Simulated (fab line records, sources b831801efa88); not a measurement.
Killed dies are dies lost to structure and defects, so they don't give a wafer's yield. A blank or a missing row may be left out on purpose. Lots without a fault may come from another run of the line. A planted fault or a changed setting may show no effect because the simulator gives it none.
Which tool did it? | flow sky130 | 10 lots, 30 wafers sampled, at 6 steps of a route of 708

WHAT THE GAUGES READ, wafer by wafer
The record holds no reading of a measuring or inspecting step that can be judged against a usual standard deviation.

WHICH TOOL RAN EACH LOT (tool, then ch and the chambers of the sampled wafers, then the start)
lot  | SKY_VIA3_ETCH_15                   | SKY_VIA3_STRIP_16                    | SKY_VIA3_SPUTTER_20          | SKY_CAP2M_METAL_ETCH_13           | SKY_CAP2M_STRIP_14                   | SKY_PAD_OPEN_PROBE_99
L870 | rie_diel-01 ch 0,2,3, day 41 01:55 | plasma_asher-01 ch 0,1, day 41 01:59 | pvd_sputter-02, day 41 02:34 | rie_metal-01 ch 0,1, day 42 02:34 | plasma_asher-03 ch 0,1, day 42 02:38 | prober-02, day 46 22:36
L872 | rie_diel-02 ch 0,1, day 41 06:28   | plasma_asher-03 ch 0,1, day 41 06:34 | pvd_sputter-03, day 41 07:07 | rie_metal-02 ch 0,1, day 42 07:11 | plasma_asher-03 ch 0,1, day 42 07:16 | -
L874 | rie_diel-01 ch 0,2,3, day 42 04:59 | plasma_asher-03 ch 0,1, day 42 05:02 | pvd_sputter-01, day 42 05:38 | rie_metal-01 ch 1, day 43 05:13   | plasma_asher-04 ch 0,1, day 43 05:22 | -
L875 | rie_diel-04 ch 0,2,3, day 42 13:41 | plasma_asher-03 ch 0, day 42 13:44   | pvd_sputter-03, day 42 14:23 | rie_metal-02 ch 0,1, day 43 14:04 | plasma_asher-03 ch 0,1, day 43 14:08 | prober-01, day 48 05:39
L877 | rie_diel-01 ch 0,1,2, day 43 03:13 | plasma_asher-03 ch 0,1, day 43 03:17 | pvd_sputter-03, day 43 03:55 | rie_metal-04 ch 0,1, day 44 03:16 | plasma_asher-01 ch 0,1, day 44 03:20 | -
L878 | rie_diel-01 ch 0,1,3, day 43 05:10 | plasma_asher-03 ch 0,1, day 43 05:14 | pvd_sputter-03, day 43 05:50 | rie_metal-01 ch 1, day 44 04:31   | plasma_asher-01 ch 0,1, day 44 04:40 | prober-02, day 48 17:48
L879 | rie_diel-02 ch 2,3, day 44 07:05   | plasma_asher-01 ch 0,1, day 44 07:08 | pvd_sputter-03, day 44 07:44 | rie_metal-02 ch 1, day 45 06:32   | plasma_asher-04 ch 0, day 45 06:40   | prober-02, day 49 15:56
L883 | rie_diel-02 ch 1,2,3, day 44 10:08 | plasma_asher-03 ch 0,1, day 44 10:11 | pvd_sputter-01, day 44 10:47 | rie_metal-02 ch 1, day 45 08:53   | plasma_asher-01 ch 0,1, day 45 09:01 | prober-01, day 49 17:36
L884 | rie_diel-04 ch 0,1,2, day 44 13:55 | plasma_asher-02 ch 0,1, day 44 13:58 | pvd_sputter-02, day 44 14:34 | rie_metal-02 ch 1, day 45 12:50   | plasma_asher-03 ch 0,1, day 45 12:57 | prober-02, day 49 20:15
L889 | rie_diel-04 ch 0,1, day 45 20:08   | plasma_asher-03 ch 0,1, day 45 20:12 | pvd_sputter-02, day 45 20:47 | rie_metal-04 ch 0,1, day 46 17:49 | plasma_asher-04 ch 1, day 46 17:53   | -
- SKY_VIA3_ETCH_15: etches SiO2 in C4F8/O2/Ar, stops on TiN, target depth 507 nm, time 78 s.
- SKY_VIA3_STRIP_16: strips in O2/N2.
- SKY_VIA3_SPUTTER_20: material TiN, target thk 20 nm, time 80 s.
- SKY_CAP2M_METAL_ETCH_13: etches TiN in Cl2/BCl3, stops on SiO2, target depth 220 nm, time 62.9 s.
- SKY_CAP2M_STRIP_14: strips in O2/N2.
- SKY_PAD_OPEN_PROBE_99

WHAT THE TOOLS THEMSELVES READ (means of the sampled wafers that have a number; where no wafer has one, the mark that the record gives instead)
SKY_VIA3_ETCH_15. Usual: bias_w 1200 W, standard deviation 3.3; chamber_pressure_mTorr 40.00 mTorr, standard deviation 0.04; oes_product_au 0.947 a.u., standard deviation 0.0046.
lot  | tool        | bias_w (W) | chamber_pressure_mTorr (mTorr) | oes_product_au (a.u.) | flag
L870 | rie_diel-01 | 1199       | 39.99                          | 0.943                 |
L872 | rie_diel-02 | 1199       | 39.99                          | 0.947                 |
L874 | rie_diel-01 | 1201       | 39.99                          | 0.944                 |
L875 | rie_diel-04 | 1202       | 40.02                          | 0.944                 |
L877 | rie_diel-01 | 1200       | 39.98                          | 0.950                 |
L878 | rie_diel-01 | 1202       | 40.01                          | 0.947                 |
L879 | rie_diel-02 | 1200       | 40.04                          | 0.945                 |
L883 | rie_diel-02 | 1198       | 40.00                          | 0.950                 |
L884 | rie_diel-04 | 1198       | 40.00                          | 0.946                 |
L889 | rie_diel-04 | 1202       | 40.00                          | 0.943                 |

SKY_VIA3_STRIP_16. Usual: drypump_motor_current_A 5.6 A, standard deviation 0.4; oes_product_au 0.402 a.u., standard deviation 0.0048; strip_time_to_endpoint_s 4.133 s, standard deviation 0.021.
lot  | tool            | drypump_motor_current_A (A) | oes_product_au (a.u.) | strip_time_to_endpoint_s (s) | flag
L870 | plasma_asher-01 | 5.9                         | 0.402                 | 4.128                        |
L872 | plasma_asher-03 | 5.5                         | 0.402                 | 4.151                        |
L874 | plasma_asher-03 | 5.2                         | 0.403                 | 4.135                        |
L875 | plasma_asher-03 | 4.9                         | 0.405                 | 4.117                        |
L877 | plasma_asher-03 | 5.5                         | 0.401                 | 4.108                        |
L878 | plasma_asher-03 | 5.5                         | 0.400                 | 4.127                        |
L879 | plasma_asher-01 | 5.9                         | 0.401                 | 4.121                        |
L883 | plasma_asher-03 | 5.2                         | 0.403                 | 4.132                        |
L884 | plasma_asher-02 | 5.7                         | 0.399                 | 4.124                        |
L889 | plasma_asher-03 | 5.2                         | 0.403                 | 4.139                        |

SKY_VIA3_SPUTTER_20. Usual: throttle_valve_pct 30.0 %, standard deviation 0.94.
lot  | tool           | throttle_valve_pct (%) | flag
L870 | pvd_sputter-02 | 28.9                   |
L872 | pvd_sputter-03 | 30.1                   |
L874 | pvd_sputter-01 | 30.6                   |
L875 | pvd_sputter-03 | 29.5                   |
L877 | pvd_sputter-03 | 29.4                   |
L878 | pvd_sputter-03 | 29.8                   |
L879 | pvd_sputter-03 | 29.6                   |
L883 | pvd_sputter-01 | 30.5                   |
L884 | pvd_sputter-02 | 29.8                   |
L889 | pvd_sputter-02 | 29.6                   |

SKY_CAP2M_METAL_ETCH_13. Usual: bcl3_flow_sccm 30.00 sccm, standard deviation 0.086; bias_w 48.53 W, standard deviation 0.14; drypump_motor_current_A 5.8 A, standard deviation 0.33; oes_product_au 0.940 a.u., standard deviation 0.0064; throttle_valve_pct 21.901 %, standard deviation 0.0097.
lot  | tool         | bcl3_flow_sccm (sccm) | bias_w (W) | drypump_motor_current_A (A) | oes_product_au (a.u.) | throttle_valve_pct (%) | flag
L870 | rie_metal-01 | 29.90                 | 48.53      | 6.0                         | 0.938                 | 21.893                 |
L872 | rie_metal-02 | 30.03                 | 48.59      | 5.7                         | 0.940                 | 21.897                 |
L874 | rie_metal-01 | 30.09                 | 48.45      | 5.9                         | 0.944                 | 21.902                 |
L875 | rie_metal-02 | 29.97                 | 48.56      | 5.9                         | 0.930                 | 21.902                 |
L877 | rie_metal-04 | 29.93                 | 48.56      | 5.2                         | 0.950                 | 21.886                 |
L878 | rie_metal-01 | 30.04                 | 48.57      | 5.9                         | 0.942                 | 21.900                 |
L879 | rie_metal-02 | -                     | -          | -                           | -                     | -                      | OFF
L883 | rie_metal-02 | -                     | -          | -                           | -                     | -                      | OFF
L884 | rie_metal-02 | -                     | -          | -                           | -                     | -                      | OFF
L889 | rie_metal-04 | 30.02                 | 48.49      | 5.2                         | 0.932                 | 21.901                 |

SKY_CAP2M_STRIP_14. Usual: drypump_motor_current_A 5.7 A, standard deviation 0.36; oes_product_au 0.710 a.u., standard deviation 0.0047; strip_time_to_endpoint_s 12.68 s, standard deviation 0.045.
lot  | tool            | drypump_motor_current_A (A) | oes_product_au (a.u.) | strip_time_to_endpoint_s (s) | flag
L870 | plasma_asher-03 | 5.5                         | 0.711                 | 12.64                        |
L872 | plasma_asher-03 | 5.2                         | 0.705                 | 12.62                        |
L874 | plasma_asher-04 | 5.9                         | 0.712                 | 12.66                        |
L875 | plasma_asher-03 | 5.2                         | 0.711                 | 12.69                        |
L877 | plasma_asher-01 | 5.9                         | 0.709                 | 12.66                        |
L878 | plasma_asher-01 | 5.9                         | 0.712                 | 12.68                        |
L879 | plasma_asher-04 | 5.8                         | 0.714                 | 14.17                        | OFF
L883 | plasma_asher-01 | 5.9                         | 0.712                 | 14.24                        | OFF
L884 | plasma_asher-03 | 5.5                         | 0.716                 | 14.17                        | OFF
L889 | plasma_asher-04 | 6.0                         | 0.710                 | 12.63                        |

SKY_PAD_OPEN_PROBE_99. Usual: defect_limited_yield 82.4 %, standard deviation 2.2; killed_at_M0_to_M3 44, standard deviation 7.7; killed_at_M4_up 3.2, standard deviation 1.7; killed_at_contacts 24, standard deviation 5.3; killed_at_front_end 15, standard deviation 4.3; killed_at_other 0.3, standard deviation 0.57; killed_dies 87, standard deviation 11; killed_on_rim 17, standard deviation 3.8; killed_open 47, standard deviation 7.4; killed_short 40, standard deviation 6.5; sort_bin_3_pad_short 0.8 %, standard deviation 0.4; sort_bin_5_function 10.5 %, standard deviation 1.6; sort_bin_6_memory 6.3 %, standard deviation 1.2; sort_n_pass 405, standard deviation 11; sort_yield_pct 82.4 %, standard deviation 2.2.
lot  | tool      | defect_limited_yield (%) | killed_at_M0_to_M3 | killed_at_M4_up | killed_at_contacts | killed_at_front_end | killed_at_other | killed_dies | killed_on_rim | killed_open | killed_short | sort_bin_3_pad_short (%) | sort_bin_5_function (%) | sort_bin_6_memory (%) | sort_n_pass | sort_yield_pct (%) | flag
L870 | prober-02 | 81.6                     | 45                 | 5.3             | 24                 | 15                  | 0.7             | 91          | 21            | 53          | 37           | 0.9                      | 10.9                    | 6.6                   | 401         | 81.6               |
L875 | prober-01 | 82.9                     | 44                 | 4.0             | 21                 | 15                  | 0.0             | 84          | 16            | 47          | 37           | 0.8                      | 10.3                    | 6.0                   | 408         | 82.9               |
L878 | prober-02 | 81.4                     | 46                 | 3.3             | 21                 | 21                  | 0.3             | 91          | 21            | 44          | 47           | 1.1                      | 11.9                    | 5.6                   | 401         | 81.4               |
L879 | prober-02 | 0.0                      | 41                 | 2.3             | 24                 | 12                  | 412.3           | 492         | 96            | 42          | 37           | 0.9                      | 94.0                    | 5.2                   | 0           | 0.0                | OFF
L883 | prober-01 | 0.0                      | 45                 | 3.3             | 26                 | 19                  | 398.3           | 492         | 96            | 54          | 40           | 0.9                      | 92.0                    | 7.0                   | 0           | 0.0                | OFF
L884 | prober-02 | 0.0                      | 44                 | 2.7             | 19                 | 16                  | 410.0           | 492         | 96            | 38          | 44           | 1.0                      | 93.2                    | 5.8                   | 0           | 0.0                | OFF

THE ANSWER, worked out from the rows above alone
Rule: a lot is off if the mean of its wafers that have a number lies more than 3 standard deviations from the usual mean. A lot without any number at a reading at which 4 lots or more have one is off too. The other lots that the step has rows for count as sound. The gauges are gone through in route order, then the tools' own readings, and for those a lot's mean is taken as printed above. The first step at which some lot is off is used, and at that step the reading that is off furthest; a lot without a number counts as furthest.
Off: L879, L883, L884, at SKY_CAP2M_METAL_ETCH_13 (bcl3_flow_sccm). Without a number there: L879, L883, L884.
A tool fits if, at that step or a process step before it, it ran every lot that is off, and no sound lot after the first of them. One fits: rie_metal-02 at SKY_CAP2M_METAL_ETCH_13. Its last sound lot is L875 (day 43 14:04), its first lot that is off L879 (day 45 06:32): a fault that began between those two fits.
Blank at SKY_CAP2M_METAL_ETCH_13 on the lots that are off, where sound lots have numbers: bcl3_flow_sccm, bias_w, drypump_motor_current_A, oes_product_au, throttle_valve_pct.

WHAT THE SIMULATOR HAD PUT IN
Skipped step whole: rie_metal-02, from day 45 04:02 on, at SKY_CAP2M_METAL_ETCH_13. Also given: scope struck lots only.
Lots struck among those shown: L879, L883, L884. The rule above found the same.
